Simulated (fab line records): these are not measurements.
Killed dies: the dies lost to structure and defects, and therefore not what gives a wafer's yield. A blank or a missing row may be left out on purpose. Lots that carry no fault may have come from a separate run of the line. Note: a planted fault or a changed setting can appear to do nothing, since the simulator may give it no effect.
Which tool is to blame? :: flow sky130 :: 15 lots with 45 wafers sampled at 2 steps, on a route of 708 steps

## WHAT THE GAUGES SHOWED, per wafer
SKY_POLY_GATE_THK_MEAS_01. Usual: POLY_GATE_CVD_00_THK gives 179.5 nm (standard deviation 1.6).
lot: L520
measured: day 14 02:28
on: filmMetro-01
POLY_GATE_CVD_00_THK (nm): 179.5 178.5 180.4
flag: 

lot: L521
measured: day 14 19:36
on: filmMetro-01
POLY_GATE_CVD_00_THK (nm): 175.2 175.2 175.9
flag: 

lot: L522
measured: day 14 19:35
on: filmMetro-04
POLY_GATE_CVD_00_THK (nm): 178.1 179.3 177.4
flag: 

lot: L523
measured: day 15 03:29
on: filmMetro-01
POLY_GATE_CVD_00_THK (nm): 177.8 178.6 177.0
flag: 

lot: L524
measured: day 15 08:48
on: filmMetro-02
POLY_GATE_CVD_00_THK (nm): 181.0 179.8 178.8
flag: 

lot: L528
measured: day 16 16:50
on: filmMetro-01
POLY_GATE_CVD_00_THK (nm): 178.4 179.4 179.3
flag: 

lot: L529
measured: day 17 04:34
on: filmMetro-04
POLY_GATE_CVD_00_THK (nm): 182.1 181.9 181.4
flag: 

lot: L530
measured: day 17 11:35
on: filmMetro-01
POLY_GATE_CVD_00_THK (nm): 182.9 181.6 180.2
flag: 

lot: L536
measured: day 20 02:08
on: filmMetro-02
POLY_GATE_CVD_00_THK (nm): 180.7 180.0 179.0
flag: 

lot: L537
measured: day 20 03:52
on: filmMetro-01
POLY_GATE_CVD_00_THK (nm): 179.8 179.7 180.5
flag: 

lot: L538
measured: day 20 11:38
on: filmMetro-01
POLY_GATE_CVD_00_THK (nm): 181.6 180.6 178.7
flag: 

lot: L540
measured: day 21 03:29
on: filmMetro-02
POLY_GATE_CVD_00_THK (nm): 180.3 178.2 179.5
flag: 

lot: L541
measured: day 21 14:23
on: filmMetro-02
POLY_GATE_CVD_00_THK (nm): 178.7 178.8 178.8
flag: 

lot: L542
measured: day 21 18:20
on: filmMetro-04
POLY_GATE_CVD_00_THK (nm): 180.1 182.2 180.1
flag: 

lot: L543
measured: day 22 02:59
on: filmMetro-02
POLY_GATE_CVD_00_THK (nm): 182.8 182.3 181.0
flag: 

## WHAT TOOL EACH LOT RAN ON (gives the tool, then ch and the chambers of the sampled wafers, and finally the start)
lot: L520
SKY_GATE_OXIDE_STRIP_13: plasmaAsher-02 ch 0,1, day 13 21:25

lot: L521
SKY_GATE_OXIDE_STRIP_13: plasmaAsher-02 ch 0,1, day 14 15:50

lot: L522
SKY_GATE_OXIDE_STRIP_13: plasmaAsher-01 ch 0,1, day 14 16:20

lot: L523
SKY_GATE_OXIDE_STRIP_13: plasmaAsher-03 ch 0,1, day 15 00:32

lot: L524
SKY_GATE_OXIDE_STRIP_13: plasmaAsher-03 ch 0,1, day 15 05:16

lot: L528
SKY_GATE_OXIDE_STRIP_13: plasmaAsher-01 ch 0,1, day 16 13:49

lot: L529
SKY_GATE_OXIDE_STRIP_13: plasmaAsher-03 ch 0,1, day 17 00:56

lot: L530
SKY_GATE_OXIDE_STRIP_13: plasmaAsher-03 ch 0,1, day 17 06:35

lot: L536
SKY_GATE_OXIDE_STRIP_13: plasmaAsher-03 ch 0,1, day 19 23:10

lot: L537
SKY_GATE_OXIDE_STRIP_13: plasmaAsher-02 ch 0,1, day 20 00:55

lot: L538
SKY_GATE_OXIDE_STRIP_13: plasmaAsher-01 ch 0,1, day 20 08:41

lot: L540
SKY_GATE_OXIDE_STRIP_13: plasmaAsher-01 ch 0,1, day 21 00:32

lot: L541
SKY_GATE_OXIDE_STRIP_13: plasmaAsher-01 ch 0,1, day 21 11:26

lot: L542
SKY_GATE_OXIDE_STRIP_13: plasmaAsher-02 ch 0,1, day 21 15:23

lot: L543
SKY_GATE_OXIDE_STRIP_13: plasmaAsher-01 ch 0,1, day 22 00:02
- SKY_GATE_OXIDE_STRIP_13: strips in O2/N2.

## WHAT THE TOOLS THEMSELVES READ (means of the sampled wafers that have a number; where no wafer has one, the mark that the record gives instead)
SKY_GATE_OXIDE_STRIP_13. Usual: drypumpMotorCurrentA 5.9 A, standard deviation 0.47; oesProductAu 0.716 a.u., standard deviation 0.0046; stripTimeToEndpointS 14.19 s, standard deviation 0.036.
lot: L520
tool: plasmaAsher-02
drypumpMotorCurrentA (A): 6.0
oesProductAu (a.u.): 0.719
stripTimeToEndpointS (s): 14.13
flag: 

lot: L521
tool: plasmaAsher-02
drypumpMotorCurrentA (A): 5.4
oesProductAu (a.u.): 0.713
stripTimeToEndpointS (s): 14.17
flag: 

lot: L522
tool: plasmaAsher-01
drypumpMotorCurrentA (A): 5.8
oesProductAu (a.u.): 0.719
stripTimeToEndpointS (s): 14.14
flag: 

lot: L523
tool: plasmaAsher-03
drypumpMotorCurrentA (A): 6.2
oesProductAu (a.u.): 0.713
stripTimeToEndpointS (s): 14.20
flag: 

lot: L524
tool: plasmaAsher-03
drypumpMotorCurrentA (A): 6.2
oesProductAu (a.u.): 0.713
stripTimeToEndpointS (s): 14.14
flag: 

lot: L528
tool: plasmaAsher-01
drypumpMotorCurrentA (A): 5.8
oesProductAu (a.u.): 0.717
stripTimeToEndpointS (s): 14.15
flag: 

lot: L529
tool: plasmaAsher-03
drypumpMotorCurrentA (A): 6.2
oesProductAu (a.u.): 0.719
stripTimeToEndpointS (s): 14.15
flag: 

lot: L530
tool: plasmaAsher-03
drypumpMotorCurrentA (A): 6.2
oesProductAu (a.u.): 0.714
stripTimeToEndpointS (s): 14.17
flag: 

lot: L536
tool: plasmaAsher-03
drypumpMotorCurrentA (A): 6.2
oesProductAu (a.u.): 0.713
stripTimeToEndpointS (s): 14.20
flag: 

lot: L537
tool: plasmaAsher-02
drypumpMotorCurrentA (A): 6.0
oesProductAu (a.u.): 0.712
stripTimeToEndpointS (s): 14.22
flag: 

lot: L538
tool: plasmaAsher-01
drypumpMotorCurrentA (A): 5.8
oesProductAu (a.u.): 0.715
stripTimeToEndpointS (s): 14.18
flag: 

lot: L540
tool: plasmaAsher-01
drypumpMotorCurrentA (A): 5.8
oesProductAu (a.u.): 0.719
stripTimeToEndpointS (s): 14.18
flag: 

lot: L541
tool: plasmaAsher-01
drypumpMotorCurrentA (A): 5.8
oesProductAu (a.u.): 0.710
stripTimeToEndpointS (s): 14.23
flag: 

lot: L542
tool: plasmaAsher-02
drypumpMotorCurrentA (A): 5.5
oesProductAu (a.u.): 0.714
stripTimeToEndpointS (s): 14.15
flag: 

lot: L543
tool: plasmaAsher-01
drypumpMotorCurrentA (A): 5.8
oesProductAu (a.u.): 0.714
stripTimeToEndpointS (s): 14.18
flag: 

## THE ANSWER, worked out from the rows above alone
Rule: take the mean of a lot's wafers that have a number; if it is more than 3 standard deviations from the usual mean, the lot is off. Also off: a lot with no number at a reading for which 4 or more lots have one. The other lots that the step has rows for count as sound. Order of review: gauges by route order, followed by the tools' own readings, for which a lot's mean as printed above is used. At the first step where some lot is off, the reading lying furthest off is the one used; lots without a number count as furthest.
Across all readings shown, no lot is off: no conclusion can be drawn from this.

## WHAT HAD BEEN PUT IN BY THE SIMULATOR
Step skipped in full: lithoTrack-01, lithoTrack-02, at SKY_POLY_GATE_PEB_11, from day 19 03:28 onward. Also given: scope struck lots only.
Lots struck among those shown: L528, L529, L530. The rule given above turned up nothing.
